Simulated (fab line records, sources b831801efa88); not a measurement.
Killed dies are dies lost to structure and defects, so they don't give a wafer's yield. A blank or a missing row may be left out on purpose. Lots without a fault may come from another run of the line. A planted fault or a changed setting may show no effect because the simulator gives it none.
A struck lot beside a sound one | flow sky130 | 15 steps out of a route of 708
Sound: wafers L941.1, L941.3, L941.4. Struck: wafers L954.2, L954.4, L954.6. The cause comes at the end.
At each step with rows: each side's tool, then ch and its chambers, then its first start. Under that, the readings that differ: sound wafers | struck wafers | difference of the means | sigmas: that difference in standard deviations of wafers without a fault.
alike: readings whose means differ by less than 2 such deviations, and words and numbers that are the same on both sides. not compared: withheld readings, readings that some wafer has no value for, bounds like >300 that may hide the same value, and numbers for which the record gives no deviation and whose values overlap.
The two part at a step that has a row with sigmas, a row that says differs or no value, or rows on one side only. Numbers that don't overlap but have no deviation are shown without sigmas and don't part them. A reading that every wafer of one side lacks parts them only if that side has two wafers or more.

first, 2 steps without rows for these wafers: SKY_METAL4_PEB_11; SKY_METAL4_DEVELOP_12 (develop time 60 s).
SKY_METAL4_CD_MEAS_13: target cd 300 nm.
  sound on cd_sem-02, day 43 01:40; struck on cd_sem-02, day 46 05:59
  alike: cd_nm
SKY_METAL4_OVL_MEAS_14:
  sound on overlay-02, day 43 01:47; struck on overlay-02, day 46 06:05
  alike: METAL4_OVL
SKY_METAL4_DESCUM_15: chemistry O2, time 8 s.
  sound on rie_metal-01 ch 0,1, day 43 01:50; struck on rie_metal-01 ch 0, day 46 06:07
  reading                        | sound                | struck            | difference | sigmas
  chamber_pressure_mTorr (mTorr) | 10.009 10.016 10.005 | 9.986 9.984 9.993 | -0.022     | -2
  alike: drypump_motor_current_A, oes_product_au
  not compared: rf_hours_counter_h
SKY_METAL4_ETCH_16: etches BARC in N2/H2, stops on SiO2, time 88.2 s, target depth 60 nm.
  sound on rie_metal-01 ch 0,1, day 43 01:52; struck on rie_metal-01 ch 0, day 46 06:09
  alike: chamber_pressure_mTorr, drypump_motor_current_A, oes_product_au, throttle_valve_pct
  not compared: rf_hours_counter_h
SKY_METAL4_ETCH_17: etches SiO2 in C4F8/O2/Ar, stops on TiN, time 3.9 s, target depth 15 nm.
  sound on rie_diel-01 ch 2,3, day 43 01:58; struck on rie_diel-04 ch 1,2,3, day 46 06:15
  alike: chamber_pressure_mTorr, oes_product_au
  not compared: rf_hours_counter_h
SKY_METAL4_METAL_ETCH_18: etches the open film in Cl2/BCl3, stops on SiO2, target depth 845 nm, time 183.1 s.
  sound on rie_metal-04 ch 0,1, day 43 01:59; struck on rie_metal-03 ch 0, day 46 06:20
  alike: chamber_pressure_mTorr, drypump_motor_current_A, oes_product_au, throttle_valve_pct
  not compared: rf_hours_counter_h
SKY_METAL4_STRIP_19: strips in O2/N2.
  sound on plasma_asher-03 ch 0,1, day 43 02:10; struck on plasma_asher-02 ch 0, day 46 06:37
  alike: chamber_pressure_mTorr, drypump_motor_current_A, o2_flow_sccm, oes_product_au, strip_time_to_endpoint_s
  not compared: rf_hours_counter_h
then, 3 steps without rows for these wafers: SKY_METAL4_STRIP_20 (strips in post etch residue remover, time 1200 s); SKY_METAL4_CLEAN_21 (cleans in IPA, time 180 s); SKY_METAL4_CLEAN_22 (cleans in O3/DIW).
SKY_VIA4_HDPCVD_00: deposits SiO2, target thk 1750 nm, time 291.7 s.
  sound on hdpcvd-01 ch 0,1,2, day 43 02:46; struck on hdpcvd-01 ch 1,2, day 46 07:44
  reading                                  | sound             | struck            | difference | sigmas
  run_length_s (s)                         | 319.0 319.1 319.0 | 452.4 451.9 452.3 | +133.2     | +99 or more
  model.SiO2_of_VIA4_HDPCVD_00.thk_nm (nm) | 1796 1784 1746    | 2545 2522 2527    | +756       |
SKY_VIA4_THK_MEAS_01:
  sound on film_metro-02, day 43 02:56; struck on film_metro-04, day 46 08:14
  reading              | sound          | struck         | difference | sigmas
  VIA4_HDPCVD_THK (nm) | 1796 1783 1744 | 2544 2521 2526 | +756       | +38
  not compared: hold
SKY_PAD_OPEN_PROBE_99:
  the record has rows for the sound wafers here (prober-02, day 46 23:11) and none for the struck ones

WHERE THEY PART
First at SKY_METAL4_DESCUM_15; last, within this record, at SKY_PAD_OPEN_PROBE_99.

WHY: what the simulator had put in
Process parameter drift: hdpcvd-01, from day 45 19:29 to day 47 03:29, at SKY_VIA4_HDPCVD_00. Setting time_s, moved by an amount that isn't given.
